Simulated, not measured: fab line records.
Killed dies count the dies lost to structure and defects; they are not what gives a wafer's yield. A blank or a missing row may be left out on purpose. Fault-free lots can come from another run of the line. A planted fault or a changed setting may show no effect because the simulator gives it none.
2 desks looking at one fault + flow sky130 + every desk sees just its own numbers, and what lay behind them comes last

== METROLOGY DESK ==
Lot by lot, what the gauges showed, no matter which tool ran the lot: averages of those sampled wafers that carry a number. The brackets show how far a lot's mean lies from the usual mean; more than 4 standard deviations puts the lot out of limits, marked OUT.
Columns: A = POLY_GATE_CVD_00_THK at SKY_POLY_GATE_THK_MEAS_01, usual 180.0 nm
| lot  | first seen here | A               |
|------|-----------------|-----------------|
| L485 | day 13 22:32    | 178.9           |
| L486 | day 14 07:25    | 181.1           |
| L487 | day 14 14:31    | 181.7           |
| L488 | day 14 23:20    | 182.0           |
| L489 | day 15 16:40    | 176.6           |
| L491 | day 15 19:42    | 181.0           |
| L492 | day 16 09:22    | 179.0           |
| L493 | day 16 19:13    | 178.3           |
| L494 | day 17 04:47    | 179.4           |
| L495 | day 17 09:38    | 180.8           |
| L496 | day 17 20:38    | 181.8           |
| L497 | day 18 10:04    | 182.5           |
| L502 | day 20 20:47    | 156.8 (-14) OUT |
This desk's result: L502 out of limits, first on L502 (POLY_GATE_CVD_00_THK at SKY_POLY_GATE_THK_MEAS_01), day 20 20:47. Within limits: L485, L486, L487, L488, L489, L491, L492, L493, L494, L495, L496, L497.

== FOR THE TOOL OWNER'S DESK: lpcvd-01 ==
The tool's own readings at SKY_POLY_GATE_CVD_00 (deposits poly-Si, target thk 180 nm, time 720 s): means of the sampled wafers that have a number, for each lot that ran on this tool. The brackets show how far a lot's mean lies from the usual mean; more than 4 standard deviations puts the lot out of limits, marked OUT.
Columns: A = spike-tc-bottom-C at SKY_POLY_GATE_CVD_00, usual 638.1 C; B = spike-tc-centre-C at SKY_POLY_GATE_CVD_00, usual 620.7 C; C = spike-tc-lower-C at SKY_POLY_GATE_CVD_00, usual 620.2 C; D = spike-tc-upper-C at SKY_POLY_GATE_CVD_00, usual 620.9 C; E = susceptor-temp-C at SKY_POLY_GATE_CVD_00, usual 620.02 C
| lot  | first seen here | A                | B     | C                | D                | E                |
|------|-----------------|------------------|-------|------------------|------------------|------------------|
| L485 | day 13 21:20    | 637.6            | 620.3 | 620.5            | 620.1            | 620.08           |
| L486 | day 14 06:13    | 639.1            | 621.0 | 620.7            | 621.2            | 619.91           |
| L487 | day 14 13:19    | 638.4            | 622.0 | 620.0            | 620.4            | 619.89           |
| L488 | day 14 22:07    | 639.0            | 621.0 | 619.8            | 621.5            | 619.99           |
| L489 | day 15 15:28    | 638.2            | 619.9 | 619.3            | 619.9            | 619.95           |
| L491 | day 15 18:30    | 637.5            | 620.1 | 619.7            | 620.9            | 619.96           |
| L492 | day 16 08:10    | 638.8            | 620.4 | 619.1            | 620.7            | 619.88           |
| L493 | day 16 18:01    | 638.9            | 621.7 | 620.2            | 621.0            | 619.98           |
| L494 | day 17 03:35    | 638.4            | 620.7 | 620.4            | 620.2            | 619.82           |
| L495 | day 17 08:26    | 638.2            | 619.7 | 620.3            | 620.4            | 620.03           |
| L496 | day 17 19:26    | 638.1            | 619.9 | 619.4            | 620.7            | 620.16           |
| L497 | day 18 08:51    | 638.2            | 620.8 | 620.1            | 620.7            | 619.60           |
| L502 | day 20 19:34    | 633.0 (-5.1) OUT | 616.5 | 614.2 (-6.0) OUT | 615.5 (-5.7) OUT | 614.76 (-19) OUT |
This desk's finding: out of limits on L502; first on L502, day 20 19:34 (spike-tc-bottom-C at SKY_POLY_GATE_CVD_00). Within limits: L485, L486, L487, L488, L489, L491, L492, L493, L494, L495, L496, L497.

== ALL TOGETHER ==
An alarm could have come from the tool owner's desk at day 20 19:34, on L502.
Metrology desk: alarm possible at day 20 20:47 on L502.
SKY_POLY_GATE_CVD_00 was run on lpcvd-01 by each of the lots named.

== WHAT WAS PUT IN BY THE SIMULATOR ==
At SKY_POLY_GATE_CVD_00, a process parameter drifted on lpcvd-01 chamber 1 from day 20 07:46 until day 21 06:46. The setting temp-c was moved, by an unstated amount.
Shown lots that were struck: L502.
Fault start to first reading out of limits, in hours, per desk: tool owner, 12; metrology, 13.
